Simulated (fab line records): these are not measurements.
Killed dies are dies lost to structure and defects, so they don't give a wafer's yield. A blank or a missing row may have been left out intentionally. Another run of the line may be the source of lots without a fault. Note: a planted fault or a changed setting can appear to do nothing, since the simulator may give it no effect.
What tool caused it?    flow sky130    45 wafers from 15 lots sampled at 2 of the route's 708 steps

WHAT THE GAUGES SHOWED, per wafer
SKY_VIA2_RS_MEAS_22: the measuring method here is four-point-probe.
lot   measured      on            VIA2_W_RS (ohm/sq)
L905  day 36 14:05  filmMetro-02  0.2756 0.2738 0.2726
L906  day 36 23:40  filmMetro-01  0.2757 0.2796 0.2782
L907  day 37 12:14  filmMetro-02  0.2751 0.2764 0.2729
L910  day 38 10:56  filmMetro-02  0.2761 0.2787 0.2779
L911  day 38 17:58  filmMetro-04  0.2760 0.2727 0.2727
L912  day 39 02:13  filmMetro-04  0.2728 0.2742 0.2701
L913  day 39 15:10  filmMetro-02  0.2797 0.2760 0.2709
L914  day 39 15:30  filmMetro-02  0.2786 0.2780 0.2767
L915  day 39 23:05  filmMetro-04  0.2718 0.2717 0.2717
L916  day 40 14:11  filmMetro-02  0.2785 0.2739 0.2782
L923  day 42 05:38  filmMetro-02  0.2742 0.2735 0.2779
L924  day 42 16:23  filmMetro-01  0.2767 0.2741 0.2727
L925  day 42 21:16  filmMetro-01  0.2752 0.2786 0.2782
L926  day 43 02:01  filmMetro-04  0.2776 0.2770 0.2752
L927  day 43 02:36  filmMetro-01  0.2780 0.2746 0.2758

SKY_VIA2_THK_MEAS_23: measures by xrf.
lot   measured      on            VIA2_W_THK (nm)
L905  day 36 14:12  filmMetro-02  386 393 393
L906  day 36 23:47  filmMetro-01  382 378 379
L907  day 37 12:21  filmMetro-02  389 387 390
L910  day 38 11:02  filmMetro-02  386 383 382
L911  day 38 18:04  filmMetro-04  393 396 396
L912  day 39 02:20  filmMetro-04  399 393 403
L913  day 39 15:17  filmMetro-02  380 384 392
L914  day 39 15:37  filmMetro-02  382 384 387
L915  day 39 23:12  filmMetro-04  399 398 397
L916  day 40 14:16  filmMetro-02  382 384 382
L923  day 42 05:45  filmMetro-02  392 395 390
L924  day 42 16:28  filmMetro-01  381 383 384
L925  day 42 21:23  filmMetro-01  377 378 375
L926  day 43 02:08  filmMetro-04  395 394 393
L927  day 43 02:43  filmMetro-01  377 381 380

WHAT TOOL EACH LOT RAN ON (gives the tool, then ch and the chambers of the sampled wafers, and finally the start)
Record: no process step prior to these readings.

AS READ BY THE TOOLS THEMSELVES (means over the sampled wafers that have a number; for cases with no such wafer, the mark the record gives instead)
The record holds no such reading with a usual standard deviation.

THE ANSWER, worked out from the rows above alone
Rule: the usual values come from the lots themselves. The widest of any qualifying gaps counts: lots, ordered by their means at a reading, are off when they make up no more than a third of the lots, leave a main group of 4 or more, and stand apart from it by 3 or more times the standard deviation of that group's means. A main group whose means are all the same, to the digits that the tables above print for the reading, isn't used. Also off: a lot with no number at a reading for which 4 or more lots have one. Any other lot the step has rows for is counted as sound. After the gauges, taken in route order, come the tools' own readings; for these a lot's mean is taken, as printed above. At the first step where some lot is off, the reading lying furthest off is the one used; lots without a number count as furthest.
Across all readings shown, no lot is off: no conclusion can be drawn from this.

WHAT WAS PUT IN BY THE SIMULATOR
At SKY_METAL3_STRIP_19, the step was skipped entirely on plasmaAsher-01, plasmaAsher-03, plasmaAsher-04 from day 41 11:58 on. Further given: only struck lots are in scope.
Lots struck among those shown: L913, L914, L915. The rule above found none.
